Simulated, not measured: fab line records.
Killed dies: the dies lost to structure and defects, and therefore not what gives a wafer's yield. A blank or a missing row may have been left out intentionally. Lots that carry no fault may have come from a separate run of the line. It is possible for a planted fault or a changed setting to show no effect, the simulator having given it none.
fab line records	flow sky130
record lots=10	wafers=30	last_day=51
route steps=708 shown PWDE@52 SPACER@304 LI_CONTACT@381 LOCAL_INTERCONNECT@400
lots with no fault: from the same line, run without faults
start_h: start of the lot's first displayed wafer, in hours after the record's first day	wait_h: hours elapsed since this lot's preceding step	" unchanged from the row above	L1.1+2: one row covering several wafers at once	- no value, or no start given	* or withheld: withheld	< > ~ a bound
route shown NAME@n: a module of which the file shows steps, and the number in the route of the first	usual: the fault-free wafers' mean and standard deviation	same: alike in all rows	chamber/n: place in a boat	sites: readings site by site	_std_site: standard deviation of those values	_edge_site: inner sites' mean taken away from outer sites' mean	radius_mm: for every site, how far away it sits from the centre of the wafer	mask NAME#n: copy n	behind: the last tool/chamber to shape the wafer	hold: reason for holding the lot/hours on hold/outcome of the hold	device: which transistor (n, p or np) failed to switch	end of line: the route-end tests of the same wafers	for a step that has no rows: nothing shown but its recipe	killed: count of dies lost to structure and defects at first sort (not the wafer's yield)	map: a wafer's dies, marking killed ones x, the rest . and places with no die _
set.NAME: the setting as run; set.NAME@STEP: as run at that earlier step	model.NAME: the simulator's own value behind a step, which no gauge read
steps of the route over a sample of lots; a table a step, a row a wafer
services: the hour from which a tool's chamber was out of use, counted from the record's first day as start_h (under 0 if before that day), plus the number of hours and why
## steps
# step SKY_PWDE_OVL_MEAS_07
# usual PWDE_OVL=0.3/1.1
lot.wafer	tool	chamber	start_h	wait_h	PWDE_OVL[nm]
L922.1	overlay-02	-	82.82	-	-0.4
L922.4	"	-	"	"	-0.5
L922.5	"	-	"	"	0.8
L927.1	overlay-02	-	104.80	-	1.4
L927.2	"	-	"	"	1.0
L927.6	"	-	"	"	1.2
L928.2	overlay-01	-	105.32	-	0.0
L928.5	"	-	"	"	0.3
L928.6	"	-	"	"	0.8
L935.1	overlay-01	-	142.45	-	0.5
L935.4	"	-	"	"	0.5
L935.5	"	-	"	"	-0.5
L936.1	overlay-01	-	149.64	-	-1.4
L936.4	"	-	"	"	0.2
L936.6	"	-	"	"	-0.1
L938.2	overlay-02	-	167.65	-	1.2
L938.3	"	-	"	"	1.8
L938.6	"	-	"	"	1.4
L942.2	overlay-02	-	183.35	-	0.7
L942.4	"	-	"	"	0.1
L942.6	"	-	"	"	-0.7
L943.1	overlay-02	-	192.44	-	0.2
L943.2	"	-	"	"	-1.4
L943.5	"	-	"	"	-0.6
L944.4	overlay-01	-	201.83	-	0.1
L944.5	"	-	"	"	-0.2
L944.6	"	-	"	"	-1.4
L945.1	overlay-01	-	207.80	-	-0.2
L945.4	"	-	"	"	0.7
L945.6	"	-	"	"	0.1
# step SKY_SPACER_CVD_00
# recipe material=Si3N4	precursor=DCS/NH3	target_thk_nm=43.1	temp_c=770	time_s=740	pressure_mtorr=250
# usual pressure_mtorr=249.9/0.49	spike_tc_bottom_C=792/3.8	spike_tc_centre_C=771.0/1.5	spike_tc_lower_C=769.8/0.94	spike_tc_top_C=784.4/2	spike_tc_upper_C=769.4/1.3	susceptor_temp_C=770.0/0.31
lot.wafer	tool	chamber	start_h	wait_h	pressure_mtorr	spike_tc_bottom_C	spike_tc_centre_C	spike_tc_lower_C	spike_tc_top_C	spike_tc_upper_C	susceptor_temp_C
L922.1	lpcvd-02	0	552.33	0.0	249.4	797	771.1	769.5	785.6	770.2	770.0
L922.4	"	0	"	"	249.7	796	768.0	769.4	786.1	769.2	770.1
L922.5	"	0	"	"	249.6	796	769.6	769.9	785.1	770.3	770.0
L927.1	lpcvd-02	1	591.73	0.0	250.4	773	759.6	757.9	770.5	755.2	756.6
L927.2	"	1	"	"	250.1	776	758.9	756.3	769.0	755.2	756.2
L927.6	"	1	"	"	250.5	776	759.0	757.8	770.1	755.6	756.2
L928.2	lpcvd-02	1	595.64	0.0	249.3	776	758.9	756.5	772.1	755.4	756.1
L928.5	"	1	"	"	249.9	774	758.7	756.1	771.4	755.4	756.6
L928.6	"	1	"	"	248.9	776	759.8	756.5	770.3	755.9	756.4
L935.1	lpcvd-02	1	662.86	0.0	250.0	787	772.6	769.5	783.4	767.5	769.8
L935.4	"	1	"	"	250.3	789	773.0	770.5	782.5	769.4	769.7
L935.5	"	1	"	"	250.1	789	770.1	769.6	783.6	770.3	770.0
L936.1	lpcvd-02	0	665.42	1.5	249.8	795	769.0	768.8	785.3	770.0	770.1
L936.4	"	0	"	"	250.5	796	770.0	769.4	786.2	770.1	770.4
L936.6	"	0	"	"	250.0	796	769.7	770.7	786.8	771.1	770.5
L938.2	lpcvd-02	0	692.13	8.4	249.1	798	770.8	769.7	789.2	769.6	769.5
L938.3	"	0	"	"	250.1	796	769.9	771.0	785.8	769.9	770.0
L938.6	"	0	"	"	249.7	795	769.8	770.3	786.2	771.3	769.7
L943.1	lpcvd-02	1	719.20	0.9	250.5	788	770.8	770.1	782.7	769.3	770.3
L943.2	"	1	"	"	250.5	789	771.3	770.1	784.4	768.1	770.3
L943.5	"	1	"	"	251.0	788	771.0	768.4	783.2	768.2	770.1
L942.2	lpcvd-02	1	720.40	0.1	249.9	788	773.3	768.7	780.9	768.9	769.8
L942.4	"	1	"	"	249.3	790	772.2	770.0	781.5	768.3	770.1
L942.6	"	1	"	"	249.8	789	772.8	771.7	784.0	767.5	769.1
L944.4	lpcvd-02	1	725.22	0.7	249.3	788	773.1	770.7	781.4	767.8	769.9
L944.5	"	1	"	"	249.8	788	773.5	771.9	782.3	770.3	769.6
L944.6	"	1	"	"	249.6	789	772.6	769.1	782.2	767.5	769.9
L945.1	lpcvd-02	0	734.54	0.0	249.8	795	769.8	769.0	785.9	767.9	769.8
L945.4	"	0	"	"	249.6	795	768.7	770.4	786.6	769.0	769.5
L945.6	"	0	"	"	250.2	797	770.0	768.6	786.6	770.7	769.7
# step SKY_SPACER_THK_MEAS_01
# recipe reads=Si3N4_of_SPACER_CVD_00
# usual SPACER_CVD_00_THK=43.4/0.38
lot.wafer	tool	chamber	start_h	wait_h	hold	SPACER_CVD_00_THK[nm]
L922.1	film_metro-04	-	554.14	0.0	-	43.4
L922.4	"	-	"	"	-	43.4
L922.5	"	-	"	"	-	43.5
L927.1	film_metro-01	-	593.54	0.0	await_dispo/0.2h/release	34.4
L927.2	"	-	"	"	await_dispo/0.2h/release	34.1
L927.6	"	-	"	"	await_dispo/0.2h/release	34.2
L927.1	film_metro-01	-	593.77	0.2	-	34.4
L927.2	"	-	"	"	-	34.0
L927.6	"	-	"	"	-	34.2
L928.2	film_metro-03	-	596.85	0.0	await_dispo/0.2h/release	33.9
L928.5	"	-	"	"	await_dispo/0.2h/release	34.1
L928.6	"	-	"	"	await_dispo/0.2h/release	33.8
L928.2	film_metro-03	-	597.08	0.2	-	33.9
L928.5	"	-	"	"	-	34.1
L928.6	"	-	"	"	-	33.8
L935.1	film_metro-04	-	664.06	0.0	-	43.3
L935.4	"	-	"	"	-	43.5
L935.5	"	-	"	"	-	43.3
L936.1	film_metro-03	-	666.63	0.0	-	43.0
L936.4	"	-	"	"	-	42.9
L936.6	"	-	"	"	-	42.9
L938.2	film_metro-01	-	693.35	0.0	-	43.4
L938.3	"	-	"	"	-	43.3
L938.6	"	-	"	"	-	43.1
L943.1	film_metro-03	-	720.40	0.0	-	43.3
L943.2	"	-	"	"	-	43.4
L943.5	"	-	"	"	-	43.1
L942.2	film_metro-03	-	721.62	0.0	-	43.1
L942.4	"	-	"	"	-	43.6
L942.6	"	-	"	"	-	43.2
L944.4	film_metro-03	-	726.46	0.0	-	42.6
L944.5	"	-	"	"	-	42.7
L944.6	"	-	"	"	-	42.4
L945.1	film_metro-03	-	735.75	0.0	-	43.4
L945.4	"	-	"	"	-	43.5
L945.6	"	-	"	"	-	43.2
# step SKY_SPACER_ETCHBACK_02
# recipe chemistry=CH3F/O2	target=Si3N4	stop_on=SiO2	source_w=400	bias_w=80	pressure_mtorr=25	ch3f_flow_sccm=40	O2_flow_sccm=30	time_s=46.7	target_depth_a=450
# usual ch3f_flow_sccm=40.00/0.12	drypump_motor_current_A=5.8/0.41	oes_product_au=0.857/0.006	throttle_valve_pct=10.563/0.0089
lot.wafer	tool	chamber	start_h	wait_h	hold	ch3f_flow_sccm	drypump_motor_current_A	oes_product_au	rf_hours_counter_h	throttle_valve_pct
L922.1	rie_diel-01	2	554.20	0.1	-	40.09	6.5	0.862	26	10.559
L922.4	"	1	"	"	-	40.01	5.1	0.852	6	10.578
L922.5	"	2	"	"	-	39.97	6.4	0.854	-	10.565
L927.1	rie_diel-03	1	597.01	3.2	await_dispo/3.2h/release	39.91	5.5	0.766	5	10.551
L927.2	"	2	"	"	await_dispo/3.2h/release	39.96	6.4	0.750	19	10.540
L927.6	"	1	"	"	await_dispo/3.2h/release	39.94	5.5	0.757	-	10.556
L928.2	rie_diel-03	1	599.69	2.6	await_dispo/2.6h/release	40.05	5.5	0.751	5	10.555
L928.5	"	1	"	"	await_dispo/2.6h/release	40.19	5.5	0.755	-	10.550
L928.6	"	2	"	"	await_dispo/2.6h/release	40.22	6.4	0.754	-	10.535
L935.1	rie_diel-04	3	664.12	0.1	-	40.04	6.3	0.852	6	10.570
L935.4	"	0	"	"	-	40.02	5.7	0.859	39	10.561
L935.5	"	2	"	"	-	39.97	5.7	0.858	-	10.567
L936.1	rie_diel-04	3	666.69	0.1	-	39.94	6.3	0.856	6	10.556
L936.4	"	0	"	"	-	39.85	5.7	0.858	39	10.568
L936.6	"	1	"	"	-	40.05	5.3	0.852	-	10.558
L938.2	rie_diel-01	0	693.40	0.0	-	39.76	6.1	0.866	7	10.547
L938.3	"	3	"	"	-	40.05	5.6	0.855	30	10.554
L938.6	"	3	"	"	-	40.01	5.6	0.855	-	10.547
L943.1	rie_diel-01	2	720.46	0.1	-	39.91	6.5	0.855	29	10.572
L943.2	"	3	"	"	-	39.97	5.5	0.853	31	10.561
L943.5	"	3	"	"	-	40.05	5.5	0.853	-	10.562
L942.2	rie_diel-01	1	721.67	0.0	-	39.79	5.1	0.851	9	10.568
L942.4	"	2	"	"	-	40.31	6.4	0.857	29	10.568
L942.6	"	1	"	"	-	39.70	5.1	0.854	-	10.569
L944.4	rie_diel-04	3	726.49	0.0	-	39.97	6.2	0.844	7	10.562
L944.5	"	1	"	"	-	40.06	5.2	0.850	-	10.555
L944.6	"	2	"	"	-	39.97	5.7	0.854	-	10.557
L945.1	rie_diel-03	1	735.81	0.1	-	40.25	5.5	0.858	9	10.567
L945.4	"	2	"	"	-	39.93	6.4	0.863	24	10.559
L945.6	"	2	"	"	-	39.81	6.4	0.855	-	10.572
# step SKY_LI_CONTACT_SPUTTER_19
# recipe material=Ti	target_thk_nm=20	chamber_pressure_pa=5	power_w=2500	substrate_temp_c=200	time_s=106.37
# usual substrate_temp_c=200.00/0.15	throttle_valve_pct=29.6/1.1
lot.wafer	tool	chamber	start_h	wait_h	substrate_temp_c	throttle_valve_pct
L922.1	pvd_sputter-03	-	702.42	0.0	199.95	27.9
L922.4	"	-	"	"	200.07	31.3
L922.5	"	-	"	"	199.72	29.8
L927.1	pvd_sputter-02	-	741.74	0.0	199.85	30.5
L927.2	"	-	"	"	200.10	29.4
L927.6	"	-	"	"	200.03	29.4
L928.2	pvd_sputter-02	-	743.87	0.0	200.08	29.3
L928.5	"	-	"	"	200.20	30.4
L928.6	"	-	"	"	199.96	29.2
L935.1	pvd_sputter-02	-	805.02	0.0	199.87	29.4
L935.4	"	-	"	"	200.00	29.8
L935.5	"	-	"	"	199.97	30.2
L936.1	pvd_sputter-02	-	808.10	0.0	200.11	29.6
L936.4	"	-	"	"	200.03	30.3
L936.6	"	-	"	"	200.07	29.7
L938.2	pvd_sputter-03	-	834.12	0.0	200.07	31.2
L938.3	"	-	"	"	200.03	27.8
L938.6	"	-	"	"	200.14	29.5
L943.1	pvd_sputter-03	-	859.33	0.0	199.87	31.0
L943.2	"	-	"	"	199.99	27.4
L943.5	"	-	"	"	199.82	31.3
L942.2	pvd_sputter-04	-	860.62	0.0	199.94	29.7
L942.4	"	-	"	"	199.94	30.6
L942.6	"	-	"	"	199.95	28.7
L944.4	pvd_sputter-04	-	865.07	0.0	200.07	31.3
L944.5	"	-	"	"	200.07	31.3
L944.6	"	-	"	"	199.80	30.4
L945.1	pvd_sputter-03	-	872.65	0.0	199.96	27.5
L945.4	"	-	"	"	200.02	28.4
L945.6	"	-	"	"	199.76	29.8
# step SKY_LOCAL_INTERCONNECT_ETCH_13
# recipe chemistry=N2/H2	target=BARC	ion_energy_ev=200	bias_w=100	pressure_mtorr=30	n2_flow_sccm=100	h2_flow_sccm=200	icp_w=500	stop_on=SiO2	time_s=45.9	target_depth_a=600
# usual drypump_motor_current_A=6.1/0.47	oes_product_au=0.855/0.0045	throttle_valve_pct=13.226/0.0085
lot.wafer	tool	chamber	start_h	wait_h	drypump_motor_current_A	oes_product_au	rf_hours_counter_h	throttle_valve_pct
L922.1	rie_metal-04	0	731.58	0.0	6.2	0.852	2.1	13.240
L922.4	"	1	"	"	6.8	0.856	-	13.211
L922.5	"	1	"	"	6.8	0.856	-	13.244
L927.1	rie_metal-02	1	770.18	0.0	5.8	0.862	5.3	13.228
L927.2	"	0	"	"	6.3	0.848	5.8	13.232
L927.6	"	1	"	"	5.8	0.851	-	13.220
L928.2	rie_metal-04	0	772.12	0.0	6.2	0.857	3.4	13.218
L928.5	"	0	"	"	6.2	0.854	-	13.212
L928.6	"	1	"	"	6.8	0.857	-	13.229
L935.1	rie_metal-01	0	832.74	0.0	5.3	0.855	9.9	13.227
L935.4	"	1	"	"	5.9	0.847	-	13.225
L935.5	"	0	"	"	5.4	0.853	-	13.234
L936.1	rie_metal-02	0	835.74	0.0	6.2	0.861	8.3	13.213
L936.4	"	0	"	"	6.2	0.851	-	13.221
L936.6	"	0	"	"	6.2	0.851	-	13.235
L938.2	rie_metal-01	1	861.48	0.0	5.9	0.855	8.0	13.205
L938.3	"	1	"	"	5.9	0.850	-	13.215
L938.6	"	1	"	"	5.9	0.851	-	13.233
L943.1	rie_metal-04	0	885.82	0.0	6.2	0.855	6.2	13.228
L943.2	"	1	"	"	6.9	0.855	13.1	13.235
L943.5	"	1	"	"	6.8	0.855	-	13.225
L942.2	rie_metal-04	1	887.37	0.0	6.9	0.854	13.2	13.235
L942.4	"	0	"	"	6.2	0.854	-	13.223
L942.6	"	1	"	"	6.8	0.851	-	13.211
L944.4	rie_metal-04	0	892.42	0.0	6.2	0.850	-	13.235
L944.5	"	0	"	"	6.2	0.857	-	13.233
L944.6	"	1	"	"	6.8	0.854	-	13.227
L945.1	rie_metal-04	1	900.32	0.0	6.8	0.861	14.0	13.206
L945.4	"	1	"	"	6.8	0.855	-	13.217
L945.6	"	0	"	"	6.2	0.857	-	13.233
## services
tool	chamber	start_h	hours	kind
rie_diel-04	0	539.14	10.6	repair
pvd_sputter-02	-	540.18	1.3	repair
rie_diel-01	1	549.28	2.5	repair
rie_diel-04	2	578.71	6.9	repair
rie_diel-03	-	589.21	0.3	repair
rie_diel-03	3	591.60	6.1	repair
rie_diel-03	2	600.10	3.2	repair
rie_diel-04	0	656.28	6.3	repair
rie_metal-04	-	667.25	0.2	repair
rie_diel-04	2	671.68	3.4	repair
lpcvd-02	-	676.48	14.6	pm
rie_diel-03	-	695.77	0.4	repair
rie_diel-04	-	712.04	0.5	repair
rie_metal-04	-	738.93	0.2	repair
pvd_sputter-02	-	745.00	10.9	repair
rie_diel-04	2	746.10	5.6	repair
rie_diel-01	2	773.41	15.3	repair
rie_diel-03	3	806.12	5.0	repair
pvd_sputter-02	-	819.87	9.2	repair
pvd_sputter-02	-	825.27	1.7	repair
rie_diel-03	1	831.31	5.2	repair
rie_metal-04	0	858.65	24.5	repair
rie_diel-01	3	871.08	19.1	repair
rie_diel-01	0	896.23	9.7	repair
## key
first_sign step=SKY_SPACER_CVD_00	reading=susceptor_temp_C	direction=down	sigmas=44	usual=*	struck=*
effect step=SKY_SPACER_CVD_00	reading=spike_tc_lower_C	direction=down	sigmas=14	usual=769.8	struck=756.9
effect step=SKY_SPACER_THK_MEAS_01	reading=visit	direction=added
effect step=SKY_SPACER_THK_MEAS_01	reading=SPACER_CVD_00_THK	direction=down	sigmas=24	usual=43.4	struck=34.1
effect step=SKY_SPACER_ETCHBACK_02	reading=oes_product_au	direction=down	sigmas=17	usual=0.857	struck=0.755
met_at SKY_SPACER_CVD_00
struck_lots L927,L928
tester_left_out L927,L928
not_acting_at SKY_PWDE_OVL_MEAS_07,SKY_LI_CONTACT_SPUTTER_19,SKY_LOCAL_INTERCONNECT_ETCH_13
onset_between 552.33 591.73
fault kind=process_parameter_drift	tool=lpcvd-02	chamber=-	onset_h=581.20	steps=SKY_SPACER_CVD_00	channel=temp_c	offset=*	shape=step	end_h=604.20	acts_in=*	stated=*
# tester_left_out: of these lots the tester's yield and bins aren't shown, on N5 and GAA mostly nor the transistor test; their killed dies are dies lost to structure and defects alone, not to doping, threshold or leakage, so they don't give the yield
